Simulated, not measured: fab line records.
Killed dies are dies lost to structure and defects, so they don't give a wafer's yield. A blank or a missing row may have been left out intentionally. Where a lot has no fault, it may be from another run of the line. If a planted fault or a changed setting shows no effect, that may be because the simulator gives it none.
Which tool was responsible? | flow gf180mcu | 24 lots with 72 wafers sampled at 5 steps, on a route of 602 steps

## WHAT THE GAUGES SHOWED, per wafer
GF_HV_LDD_THK_MEAS_55. Usual: HV_LDD_CVD_54_THK typically reads 10.07 nm, with standard deviation 0.18.
lot  | measured     | on            | HV_LDD_CVD_54_THK (nm) | flag
L074 | day 12 06:04 | film-metro-01 | 10.15 10.09 10.06      |
L075 | day 13 01:16 | film-metro-04 | 10.26 10.32 10.25      |
L076 | day 13 04:24 | film-metro-02 | 10.11 10.29 10.29      |
L077 | day 13 07:28 | film-metro-01 | 10.30 10.36 10.25      |
L078 | day 13 23:16 | film-metro-02 | 10.01 10.03 10.00      |
L080 | day 14 10:44 | film-metro-04 | 10.25 10.11 10.18      |
L079 | day 14 11:46 | film-metro-02 | 10.28 10.32 10.34      |
L081 | day 14 20:55 | film-metro-04 | 10.45 10.26 10.42      |
L082 | day 15 03:56 | film-metro-04 | 9.99 10.16 10.25       |
L083 | day 15 14:22 | film-metro-02 | 10.02 10.02 10.11      |
L084 | day 15 19:50 | film-metro-02 | 10.25 10.31 10.34      |
L085 | day 16 04:49 | film-metro-04 | 10.02 10.04 10.11      |
L086 | day 16 12:25 | film-metro-01 | 9.96 9.99 10.06        |
L087 | day 16 19:44 | film-metro-04 | 10.00 9.99 10.05       |
L088 | day 17 02:16 | film-metro-01 | 10.06 10.06 10.10      |
L089 | day 17 08:28 | film-metro-01 | 9.66 9.84 9.86         |
L090 | day 17 16:47 | film-metro-02 | 9.97 9.92 9.90         |
L091 | day 18 01:50 | film-metro-04 | 10.27 10.02 10.24      |
L092 | day 18 14:00 | film-metro-04 | 9.97 9.96 9.95         |
L093 | day 18 18:23 | film-metro-04 | 9.88 9.79 9.81         |
L094 | day 19 01:40 | film-metro-04 | 9.99 9.96 9.82         |
L095 | day 19 11:11 | film-metro-02 | 9.86 9.80 9.84         |
L096 | day 19 19:06 | film-metro-01 | 9.89 9.95 9.87         |
L097 | day 20 03:23 | film-metro-02 | 9.90 9.86 10.08        |

GF_CONTACT_RS_MEAS_25: the measuring method here is four-point-probe. Usual: CONTACT_W_RS typically reads 0.380 ohm/sq, with standard deviation 0.0053.
lot  | measured     | on            | CONTACT_W_RS (ohm/sq) | flag
L074 | day 15 22:55 | film-metro-02 | 0.382 0.385 0.372     |
L075 | day 16 19:29 | film-metro-02 | 0.376 0.386 0.386     |
L076 | day 16 22:20 | film-metro-01 | 0.376 0.378 0.383     |
L077 | day 17 01:14 | film-metro-04 | 0.373 0.375 0.372     |
L078 | day 17 20:06 | film-metro-04 | 0.383 0.393 0.377     |
L080 | day 18 08:44 | film-metro-04 | 0.373 0.374 0.371     |
L079 | day 18 10:46 | film-metro-04 | 0.378 0.377 0.379     |
L081 | day 18 18:58 | film-metro-02 | 0.377 0.379 0.380     |
L082 | day 19 05:07 | film-metro-02 | 0.374 0.377 0.381     |
L083 | day 19 17:10 | film-metro-02 | 0.375 0.377 0.376     |
L084 | day 19 21:55 | film-metro-04 | 0.381 0.375 0.380     |
L085 | day 20 08:01 | film-metro-01 | 0.384 0.380 0.382     |
L086 | day 20 16:46 | film-metro-02 | 0.387 0.388 0.391     |
L087 | day 21 00:28 | film-metro-02 | 0.389 0.389 0.384     |
L088 | day 21 08:17 | film-metro-02 | 0.378 0.385 0.392     |
L089 | day 21 14:31 | film-metro-04 | 0.376 0.376 0.379     |
L090 | day 21 23:49 | film-metro-04 | 0.387 0.380 0.376     |
L091 | day 22 07:08 | film-metro-04 | 0.381 0.379 0.376     |
L092 | day 22 19:04 | film-metro-01 | 0.378 0.377 0.376     |
L093 | day 23 00:13 | film-metro-04 | 0.378 0.386 0.379     |
L094 | day 23 06:17 | film-metro-01 | 0.376 0.379 0.373     |
L095 | day 23 14:04 | film-metro-02 | 0.386 0.385 0.380     |
L096 | day 23 21:59 | film-metro-01 | 0.387 0.374 0.392     |
L097 | day 24 05:38 | film-metro-04 | 0.384 0.386 0.380     |

GF_V2_BOW_MEAS_05. Usual: V2_BOW typically reads 98 um, with standard deviation 8.1.
lot  | measured     | on            | V2_BOW (um) | flag
L074 | day 19 02:00 | film-metro-02 | 103 84 111  |
L075 | day 19 23:39 | film-metro-04 | 113 101 110 |
L076 | day 20 03:25 | film-metro-04 | 93 106 97   |
L077 | day 20 06:14 | film-metro-02 | 96 92 97    |
L078 | day 21 02:16 | film-metro-02 | 101 109 102 |
L080 | day 21 14:41 | film-metro-02 | 114 105 101 |
L079 | day 21 17:44 | film-metro-04 | 95 93 96    |
L081 | day 22 01:31 | film-metro-04 | 100 95 96   |
L082 | day 22 10:43 | film-metro-02 | 104 104 101 |
L083 | day 22 22:31 | film-metro-04 | 89 101 83   |
L084 | day 23 03:32 | film-metro-04 | 83 95 94    |
L085 | day 23 13:05 | film-metro-02 | 93 102 98   |
L086 | day 23 21:17 | film-metro-04 | 97 107 106  |
L087 | day 24 03:29 | film-metro-01 | 93 111 95   |
L088 | day 24 10:35 | film-metro-04 | 104 95 97   |
L089 | day 24 15:11 | film-metro-04 | 92 97 95    |
L090 | day 25 00:38 | film-metro-04 | 101 94 99   |
L091 | day 25 07:59 | film-metro-04 | 87 94 94    |
L092 | day 25 18:46 | film-metro-02 | 116 95 103  |
L093 | day 25 23:19 | film-metro-04 | 109 101 102 |
L094 | day 26 05:08 | film-metro-02 | 96 101 97   |
L095 | day 26 12:45 | film-metro-02 | 101 104 110 |
L096 | day 26 18:56 | film-metro-04 | 101 101 103 |
L097 | day 27 02:44 | film-metro-04 | 86 91 91    |

## EACH LOT AND THE TOOL THAT RAN IT (in order: tool; ch and the chambers of the sampled wafers; start)
lot  | GF_NSD_STRIP_11                      | GF_M2_METAL_ETCH_16
L074 | plasma-asher-04 ch 0, day 13 04:56   | rie-metal-04 ch 0,1, day 19 00:44
L075 | plasma-asher-04 ch 0,1, day 13 23:11 | rie-metal-02 ch 0,1, day 19 22:22
L076 | plasma-asher-04 ch 0,1, day 14 02:50 | rie-metal-04 ch 1, day 20 02:05
L077 | plasma-asher-02 ch 0,1, day 14 05:44 | rie-metal-04 ch 1, day 20 04:56
L078 | plasma-asher-02 ch 0, day 14 21:32   | rie-metal-02 ch 0,1, day 21 01:02
L080 | plasma-asher-02 ch 0,1, day 15 10:22 | rie-metal-02 ch 0,1, day 21 13:28
L079 | plasma-asher-04 ch 0,1, day 15 12:29 | rie-metal-02 ch 0,1, day 21 16:31
L081 | plasma-asher-03 ch 0,1, day 15 19:47 | rie-metal-04 ch 0,1, day 22 00:17
L082 | plasma-asher-03 ch 0,1, day 16 03:05 | rie-metal-01 ch 0,1, day 22 09:28
L083 | plasma-asher-02 ch 0,1, day 16 14:22 | rie-metal-02 ch 0,1, day 22 20:59
L084 | plasma-asher-03 ch 0,1, day 16 20:04 | rie-metal-04 ch 0,1, day 23 02:19
L085 | plasma-asher-02 ch 0,1, day 17 05:02 | rie-metal-01 ch 0,1, day 23 11:50
L086 | plasma-asher-02 ch 0,1, day 17 13:40 | rie-metal-04 ch 1, day 23 19:56
L087 | plasma-asher-03 ch 0,1, day 17 20:50 | rie-metal-04 ch 1, day 24 02:08
L088 | plasma-asher-03 ch 0,1, day 18 04:11 | rie-metal-01 ch 1, day 24 09:14
L089 | plasma-asher-04 ch 0,1, day 18 10:40 | rie-metal-02 ch 0,1, day 24 13:56
L090 | plasma-asher-04 ch 0,1, day 18 18:52 | rie-metal-01 ch 0,1, day 24 23:25
L091 | plasma-asher-04 ch 0,1, day 19 03:47 | rie-metal-02 ch 1, day 25 06:38
L092 | plasma-asher-02 ch 0,1, day 19 16:11 | rie-metal-01 ch 0,1, day 25 17:33
L093 | plasma-asher-02 ch 0,1, day 19 21:01 | rie-metal-02 ch 0, day 25 21:59
L094 | plasma-asher-02 ch 0,1, day 20 03:50 | rie-metal-04 ch 0,1, day 26 03:53
L095 | plasma-asher-04 ch 0,1, day 20 13:20 | rie-metal-01 ch 0,1, day 26 11:26
L096 | plasma-asher-02 ch 0,1, day 20 21:25 | rie-metal-01 ch 0,1, day 26 17:41
L097 | plasma-asher-02 ch 0,1, day 21 05:46 | rie-metal-01 ch 0,1, day 27 01:29
- GF_NSD_STRIP_11: strips in O2/N2.
- GF_M2_METAL_ETCH_16: etches the open film in Cl2/BCl3, stops on SiO2, target depth 750.8 nm, time 125.1 s.

## WHAT THE TOOLS THEMSELVES READ (means of the sampled wafers that have a number; where no wafer has one, the mark that the record gives instead)
GF_NSD_STRIP_11. Usual: drypump-motor-current-A 5.65 A, standard deviation 0.25; heater-power-w 329 W, standard deviation 17; oes-product-au 0.487 a.u., standard deviation 0.0047; strip-time-to-endpoint-s 22.95 s, standard deviation 0.035.
lot  | tool            | drypump-motor-current-A (A) | heater-power-w (W) | oes-product-au (a.u.) | strip-time-to-endpoint-s (s) | flag
L074 | plasma-asher-04 | 5.95                        | 322                | 0.489                 | 22.91                        |
L075 | plasma-asher-04 | 5.85                        | 330                | 0.488                 | 22.99                        |
L076 | plasma-asher-04 | 5.75                        | 327                | 0.488                 | 22.92                        |
L077 | plasma-asher-02 | 5.47                        | 322                | 0.484                 | 22.97                        |
L078 | plasma-asher-02 | 5.57                        | 332                | 0.487                 | 22.97                        |
L080 | plasma-asher-02 | 5.39                        | 312                | 0.486                 | 22.98                        |
L079 | plasma-asher-04 | 5.73                        | 329                | 0.490                 | 22.94                        |
L081 | plasma-asher-03 | 5.90                        | 344                | 0.488                 | 22.95                        |
L082 | plasma-asher-03 | 5.89                        | 354                | 0.494                 | 22.92                        |
L083 | plasma-asher-02 | 5.37                        | 309                | 0.482                 | 22.96                        |
L084 | plasma-asher-03 | 5.90                        | 351                | 0.486                 | 22.98                        |
L085 | plasma-asher-02 | 5.47                        | 323                | 0.489                 | 22.92                        |
L086 | plasma-asher-02 | 5.37                        | 320                | 0.487                 | 22.88                        |
L087 | plasma-asher-03 | 5.91                        | 355                | 0.491                 | 22.92                        |
L088 | plasma-asher-03 | 5.91                        | 344                | 0.485                 | 22.98                        |
L089 | plasma-asher-04 | 5.75                        | 329                | 0.493                 | 22.98                        |
L090 | plasma-asher-04 | 5.75                        | 326                | 0.489                 | 22.93                        |
L091 | plasma-asher-04 | 5.74                        | 329                | 0.482                 | 22.90                        |
L092 | plasma-asher-02 | 5.36                        | 318                | 0.483                 | 22.99                        |
L093 | plasma-asher-02 | 5.38                        | 321                | 0.489                 | 22.95                        |
L094 | plasma-asher-02 | 5.46                        | 327                | 0.486                 | 22.95                        |
L095 | plasma-asher-04 | 5.75                        | 323                | 0.478                 | 22.96                        |
L096 | plasma-asher-02 | 5.48                        | 326                | 0.488                 | 22.95                        |
L097 | plasma-asher-02 | 5.36                        | 318                | 0.486                 | 22.96                        |

GF_M2_METAL_ETCH_16. Usual: drypump-motor-current-A 5.8 A, standard deviation 0.48; mfc-cl2-sccm 80.02 sccm, standard deviation 0.2; oes-product-au 0.987 a.u., standard deviation 0.0082; throttle-valve-pct 28.233 %, standard deviation 0.012.
lot  | tool         | drypump-motor-current-A (A) | mfc-cl2-sccm (sccm) | oes-product-au (a.u.) | throttle-valve-pct (%) | flag
L074 | rie-metal-04 | 5.9                         | 79.96               | 0.991                 | 28.229                 |
L075 | rie-metal-02 | 5.7                         | 80.09               | 0.993                 | 28.226                 |
L076 | rie-metal-04 | 6.0                         | 80.02               | 0.982                 | 28.233                 |
L077 | rie-metal-04 | 6.0                         | 80.17               | 0.983                 | 28.245                 |
L078 | rie-metal-02 | 6.2                         | 80.07               | 0.988                 | 28.225                 |
L080 | rie-metal-02 | 6.1                         | 80.04               | 0.986                 | 28.226                 |
L079 | rie-metal-02 | 5.7                         | 80.23               | 0.998                 | 28.219                 |
L081 | rie-metal-04 | 6.0                         | 80.22               | 0.984                 | 28.235                 |
L082 | rie-metal-01 | 5.5                         | 79.87               | 0.984                 | 28.236                 |
L083 | rie-metal-02 | 5.6                         | 80.07               | 0.994                 | 28.232                 |
L084 | rie-metal-04 | 5.9                         | 80.17               | 0.988                 | 28.235                 |
L085 | rie-metal-01 | 5.5                         | 80.02               | 0.985                 | 28.232                 |
L086 | rie-metal-04 | 6.0                         | 79.96               | 0.991                 | 28.227                 |
L087 | rie-metal-04 | 6.0                         | 79.83               | 0.984                 | 28.226                 |
L088 | rie-metal-01 | 5.4                         | 80.00               | 0.988                 | 28.234                 |
L089 | rie-metal-02 | 6.1                         | 79.89               | 0.993                 | 28.231                 |
L090 | rie-metal-01 | 5.6                         | 80.01               | 0.977                 | 28.236                 |
L091 | rie-metal-02 | 5.1                         | 80.10               | 1.002                 | 28.226                 |
L092 | rie-metal-01 | 5.5                         | 79.83               | 0.978                 | 28.237                 |
L093 | rie-metal-02 | 6.6                         | 80.16               | 0.990                 | 28.224                 |
L094 | rie-metal-04 | 6.0                         | 79.97               | 0.995                 | 28.222                 |
L095 | rie-metal-01 | 5.6                         | 80.12               | 0.978                 | 28.245                 |
L096 | rie-metal-01 | 5.6                         | 79.95               | 0.977                 | 28.249                 |
L097 | rie-metal-01 | 5.5                         | 79.99               | 0.989                 | 28.241                 |

## THE ANSWER, worked out from the rows above alone
Rule: lot off if the mean of its wafers having a number is beyond 3 standard deviations from the usual mean. Also off: a lot with no number at a reading for which 4 or more lots have one. The other lots that the step has rows for count as sound. The gauges are gone through in route order, then the tools' own readings, and for those a lot's mean is taken as printed above. At the first step where some lot is off, the reading lying furthest off is the one used; lots without a number count as furthest.
None of the lots is off at any reading shown; this tells nothing.

## WHAT THE SIMULATOR HAD PUT IN
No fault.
